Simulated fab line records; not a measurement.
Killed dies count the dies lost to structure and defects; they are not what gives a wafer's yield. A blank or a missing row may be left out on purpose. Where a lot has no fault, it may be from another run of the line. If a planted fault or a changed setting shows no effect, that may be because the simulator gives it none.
The tool behind it: which one? / flow sky130 / 12 lots with 34 wafers sampled at 6 steps, on a route of 708 steps

== WHAT EACH GAUGE READ, for each wafer ==
SKY_SD_N_OVL_MEAS_08.
lot=L379; measured=day 28 14:20; on=overlay-02; SD_N_OVL (nm)=-1.9 -0.1 -1.3
lot=L384; measured=day 29 14:23; on=overlay-02; SD_N_OVL (nm)=1.1 0.9 0.0
lot=L386; measured=day 30 09:31; on=overlay-02; SD_N_OVL (nm)=1.9 1.0 1.1
lot=L385; measured=day 30 12:20; on=overlay-01; SD_N_OVL (nm)=2.2 2.3 3.6
lot=L387; measured=day 30 12:37; on=overlay-01; SD_N_OVL (nm)=0.5 -0.5 -0.2
lot=L388; measured=day 31 00:43; on=overlay-01; SD_N_OVL (nm)=-0.9 -0.1 0.1
lot=L389; measured=day 31 10:57; on=overlay-02; SD_N_OVL (nm)=0.9 0.5 -0.7
lot=L390; measured=day 31 19:20; on=overlay-02; SD_N_OVL (nm)=0.6 0.5 0.8
lot=L392; measured=day 32 05:50; on=overlay-02; SD_N_OVL (nm)=4.0 1.4 1.8
lot=L394; measured=day 32 18:22; on=overlay-01; SD_N_OVL (nm)=-0.3 0.2 0.4
lot=L399; measured=day 34 13:04; on=overlay-02; SD_N_OVL (nm)=-0.2
lot=L401; measured=day 34 22:06; on=overlay-02; SD_N_OVL (nm)=2.6 1.3 1.1

SKY_SD_N_RS_MEAS_16: a four-point-probe measurement.
lot=L379; measured=day 28 15:04; on=filmMetro-01; SD_N_RS (ohm/sq)=68.70 68.61 68.67
lot=L384; measured=day 29 15:08; on=filmMetro-03; SD_N_RS (ohm/sq)=68.54 68.56 68.57
lot=L386; measured=day 30 10:16; on=filmMetro-01; SD_N_RS (ohm/sq)=68.56 68.26 68.41
lot=L385; measured=day 30 13:04; on=filmMetro-01; SD_N_RS (ohm/sq)=68.71 68.72 68.57
lot=L387; measured=day 30 13:21; on=filmMetro-04; SD_N_RS (ohm/sq)=68.53 68.66 68.61
lot=L388; measured=day 31 01:26; on=filmMetro-01; SD_N_RS (ohm/sq)=68.59 68.69 68.55
lot=L389; measured=day 31 11:43; on=filmMetro-03; SD_N_RS (ohm/sq)=68.46 68.38 68.47
lot=L390; measured=day 31 20:04; on=filmMetro-03; SD_N_RS (ohm/sq)=68.56 68.60 68.48
lot=L392; measured=day 32 06:34; on=filmMetro-04; SD_N_RS (ohm/sq)=68.69 68.59 68.64
lot=L394; measured=day 32 19:06; on=filmMetro-03; SD_N_RS (ohm/sq)=68.60 68.65 68.63
lot=L399; measured=day 34 13:47; on=filmMetro-01; SD_N_RS (ohm/sq)=68.17
lot=L401; measured=day 34 22:52; on=filmMetro-03; SD_N_RS (ohm/sq)=68.49 68.69 68.66

SKY_SD_N_RS_MEAS_17: a four-point-probe measurement.
lot=L379; measured=day 28 15:11; on=filmMetro-01; SD_P_RS (ohm/sq)=147.5 147.2 147.5
lot=L384; measured=day 29 15:16; on=filmMetro-03; SD_P_RS (ohm/sq)=146.8 147.3 146.6
lot=L386; measured=day 30 10:23; on=filmMetro-01; SD_P_RS (ohm/sq)=146.8 146.8 147.1
lot=L385; measured=day 30 13:11; on=filmMetro-01; SD_P_RS (ohm/sq)=147.6 147.3 147.3
lot=L387; measured=day 30 13:28; on=filmMetro-04; SD_P_RS (ohm/sq)=147.1 147.4 147.3
lot=L388; measured=day 31 01:33; on=filmMetro-01; SD_P_RS (ohm/sq)=147.3 147.3 147.0
lot=L389; measured=day 31 11:50; on=filmMetro-03; SD_P_RS (ohm/sq)=146.8 146.6 147.1
lot=L390; measured=day 31 20:11; on=filmMetro-03; SD_P_RS (ohm/sq)=146.7 147.2 146.9
lot=L392; measured=day 32 06:41; on=filmMetro-04; SD_P_RS (ohm/sq)=147.5 146.6 146.9
lot=L394; measured=day 32 19:13; on=filmMetro-03; SD_P_RS (ohm/sq)=147.1 147.1 146.9
lot=L399; measured=day 34 13:54; on=filmMetro-01; SD_P_RS (ohm/sq)=144.2
lot=L401; measured=day 34 22:59; on=filmMetro-03; SD_P_RS (ohm/sq)=147.2 147.6 147.4

SKY_LI_CONTACT_BOW_MEAS_03.
lot=L379; measured=day 28 15:55; on=filmMetro-01; LI_CONTACT_BOW (um)=52 67 59
lot=L384; measured=day 29 15:59; on=filmMetro-04; LI_CONTACT_BOW (um)=40 55 59
lot=L386; measured=day 30 11:06; on=filmMetro-01; LI_CONTACT_BOW (um)=47 54 58
lot=L385; measured=day 30 13:55; on=filmMetro-04; LI_CONTACT_BOW (um)=59 50 71
lot=L387; measured=day 30 14:11; on=filmMetro-03; LI_CONTACT_BOW (um)=40 56 53
lot=L388; measured=day 31 02:16; on=filmMetro-03; LI_CONTACT_BOW (um)=42 61 66
lot=L389; measured=day 31 12:33; on=filmMetro-04; LI_CONTACT_BOW (um)=61 60 56
lot=L390; measured=day 31 20:58; on=filmMetro-04; LI_CONTACT_BOW (um)=52 68 61
lot=L392; measured=day 32 07:25; on=filmMetro-01; LI_CONTACT_BOW (um)=52 58 64
lot=L394; measured=day 32 19:56; on=filmMetro-03; LI_CONTACT_BOW (um)=49 64 48
lot=L399; measured=day 34 14:37; on=filmMetro-03; LI_CONTACT_BOW (um)=57
lot=L401; measured=day 34 23:42; on=filmMetro-01; LI_CONTACT_BOW (um)=58 52 54

== TOOL THAT RAN EACH LOT (tool first, then ch and the chambers of the sampled wafers, then the start) ==
lot=L379; SKY_POLY_CUT_STRIP_12=plasmaAsher-04 ch 0,1, day 24 22:33; SKY_SD_N_RTA_14=rtpAnneal-02 ch 0, day 28 14:53
lot=L384; SKY_POLY_CUT_STRIP_12=plasmaAsher-03 ch 0,1, day 26 00:03; SKY_SD_N_RTA_14=rtpAnneal-01 ch 0, day 29 14:56
lot=L386; SKY_POLY_CUT_STRIP_12=plasmaAsher-04 ch 0,1, day 26 19:40; SKY_SD_N_RTA_14=rtpAnneal-02 ch 0, day 30 10:04
lot=L385; SKY_POLY_CUT_STRIP_12=plasmaAsher-03 ch 0,1, day 26 21:23; SKY_SD_N_RTA_14=rtpAnneal-01 ch 0, day 30 12:53
lot=L387; SKY_POLY_CUT_STRIP_12=plasmaAsher-03 ch 0,1, day 26 22:40; SKY_SD_N_RTA_14=rtpAnneal-02 ch 0, day 30 13:10
lot=L388; SKY_POLY_CUT_STRIP_12=plasmaAsher-01 ch 0,1, day 27 10:51; SKY_SD_N_RTA_14=rtpAnneal-01 ch 0, day 31 01:16
lot=L389; SKY_POLY_CUT_STRIP_12=plasmaAsher-04 ch 0,1, day 27 21:50; SKY_SD_N_RTA_14=rtpAnneal-02 ch 0, day 31 11:30
lot=L390; SKY_POLY_CUT_STRIP_12=plasmaAsher-01 ch 0,1, day 28 05:41; SKY_SD_N_RTA_14=rtpAnneal-01 ch 0, day 31 19:53
lot=L392; SKY_POLY_CUT_STRIP_12=plasmaAsher-01 ch 0,1, day 28 17:42; SKY_SD_N_RTA_14=rtpAnneal-01 ch 0, day 32 06:23
lot=L394; SKY_POLY_CUT_STRIP_12=plasmaAsher-04 ch 0,1, day 29 06:35; SKY_SD_N_RTA_14=rtpAnneal-01 ch 0, day 32 18:55
lot=L399; SKY_POLY_CUT_STRIP_12=plasmaAsher-03 ch 1, day 31 03:13; SKY_SD_N_RTA_14=rtpAnneal-02 ch 0, day 34 13:37
lot=L401; SKY_POLY_CUT_STRIP_12=plasmaAsher-04 ch 0,1, day 31 15:01; SKY_SD_N_RTA_14=rtpAnneal-01 ch 0, day 34 22:39
- SKY_POLY_CUT_STRIP_12: strips in O2/N2.
- SKY_SD_N_RTA_14: time 2 s.

== AS READ BY THE TOOLS THEMSELVES (means over the sampled wafers that have a number; for cases with no such wafer, the mark the record gives instead) ==
SKY_POLY_CUT_STRIP_12.
lot=L379; tool=plasmaAsher-04; drypumpMotorCurrentA (A)=5.8; oesProductAu (a.u.)=0.457; stripTimeToEndpointS (s)=5.355
lot=L384; tool=plasmaAsher-03; drypumpMotorCurrentA (A)=6.2; oesProductAu (a.u.)=0.455; stripTimeToEndpointS (s)=5.354
lot=L386; tool=plasmaAsher-04; drypumpMotorCurrentA (A)=5.8; oesProductAu (a.u.)=0.453; stripTimeToEndpointS (s)=5.349
lot=L385; tool=plasmaAsher-03; drypumpMotorCurrentA (A)=6.2; oesProductAu (a.u.)=0.453; stripTimeToEndpointS (s)=5.367
lot=L387; tool=plasmaAsher-03; drypumpMotorCurrentA (A)=6.1; oesProductAu (a.u.)=0.455; stripTimeToEndpointS (s)=5.382
lot=L388; tool=plasmaAsher-01; drypumpMotorCurrentA (A)=6.3; oesProductAu (a.u.)=0.447; stripTimeToEndpointS (s)=5.330
lot=L389; tool=plasmaAsher-04; drypumpMotorCurrentA (A)=5.7; oesProductAu (a.u.)=0.454; stripTimeToEndpointS (s)=5.360
lot=L390; tool=plasmaAsher-01; drypumpMotorCurrentA (A)=5.9; oesProductAu (a.u.)=0.455; stripTimeToEndpointS (s)=5.343
lot=L392; tool=plasmaAsher-01; drypumpMotorCurrentA (A)=6.3; oesProductAu (a.u.)=0.448; stripTimeToEndpointS (s)=5.367
lot=L394; tool=plasmaAsher-04; drypumpMotorCurrentA (A)=5.7; oesProductAu (a.u.)=0.456; stripTimeToEndpointS (s)=5.334
lot=L399; tool=plasmaAsher-03; drypumpMotorCurrentA (A)=5.9; oesProductAu (a.u.)=0.448; stripTimeToEndpointS (s)=5.352
lot=L401; tool=plasmaAsher-04; drypumpMotorCurrentA (A)=5.7; oesProductAu (a.u.)=0.454; stripTimeToEndpointS (s)=5.353

SKY_SD_N_RTA_14.
lot=L379; tool=rtpAnneal-02; lampPowerPct (%)=15.70; rampDownCPerS=89.990; wafer_temp_C_max=1078.2
lot=L384; tool=rtpAnneal-01; lampPowerPct (%)=15.76; rampDownCPerS=90.012; wafer_temp_C_max=1077.5
lot=L386; tool=rtpAnneal-02; lampPowerPct (%)=15.72; rampDownCPerS=89.998; wafer_temp_C_max=1077.8
lot=L385; tool=rtpAnneal-01; lampPowerPct (%)=15.69; rampDownCPerS=90.000; wafer_temp_C_max=1079.0
lot=L387; tool=rtpAnneal-02; lampPowerPct (%)=15.68; rampDownCPerS=89.998; wafer_temp_C_max=1078.1
lot=L388; tool=rtpAnneal-01; lampPowerPct (%)=15.79; rampDownCPerS=89.996; wafer_temp_C_max=1077.6
lot=L389; tool=rtpAnneal-02; lampPowerPct (%)=15.75; rampDownCPerS=89.980; wafer_temp_C_max=1076.8
lot=L390; tool=rtpAnneal-01; lampPowerPct (%)=15.70; rampDownCPerS=90.003; wafer_temp_C_max=1078.0
lot=L392; tool=rtpAnneal-01; lampPowerPct (%)=15.71; rampDownCPerS=89.980; wafer_temp_C_max=1077.6
lot=L394; tool=rtpAnneal-01; lampPowerPct (%)=15.78; rampDownCPerS=90.004; wafer_temp_C_max=1076.5
lot=L399; tool=rtpAnneal-02; lampPowerPct (%)=15.74; rampDownCPerS=90.023; wafer_temp_C_max=1083.6
lot=L401; tool=rtpAnneal-01; lampPowerPct (%)=15.79; rampDownCPerS=90.009; wafer_temp_C_max=1078.6

== THE ANSWER, worked out from the rows above alone ==
Rule: usual is defined by the lots themselves. The widest of any qualifying gaps counts: lots, ordered by their means at a reading, are off when they make up no more than a third of the lots, leave a main group of 4 or more, and stand apart from it by 3 or more times the standard deviation of that group's means. If all means in a main group match to the digits the tables above print for the reading, that group is not used. A lot without any number at a reading at which 4 lots or more have one is off too. All remaining lots with rows at the step are treated as sound. The gauges are gone through in route order, then the tools' own readings, and for those a lot's mean is taken as printed above. At the first step where some lot is off, the reading lying furthest off is the one used; lots without a number count as furthest.
Off: L399, seen at SKY_SD_N_RS_MEAS_17 (SD_P_RS). The main group: mean 147.1 ohm/sq, standard deviation 0.21.
If a tool, at a process step before that reading, ran all the lots that are off and no sound lot after the first of them, it fits. The gauges at SKY_SD_N_RS_MEAS_17 aren't tried: what is off there is off at SKY_POLY_CUT_STRIP_12 too, on other tools, and a gauge's error can't cause that. Can't be told from this: 2 tools fit, plasmaAsher-03 at SKY_POLY_CUT_STRIP_12, rtpAnneal-02 at SKY_SD_N_RTA_14.

== WHAT HAD BEEN PUT IN BY THE SIMULATOR ==
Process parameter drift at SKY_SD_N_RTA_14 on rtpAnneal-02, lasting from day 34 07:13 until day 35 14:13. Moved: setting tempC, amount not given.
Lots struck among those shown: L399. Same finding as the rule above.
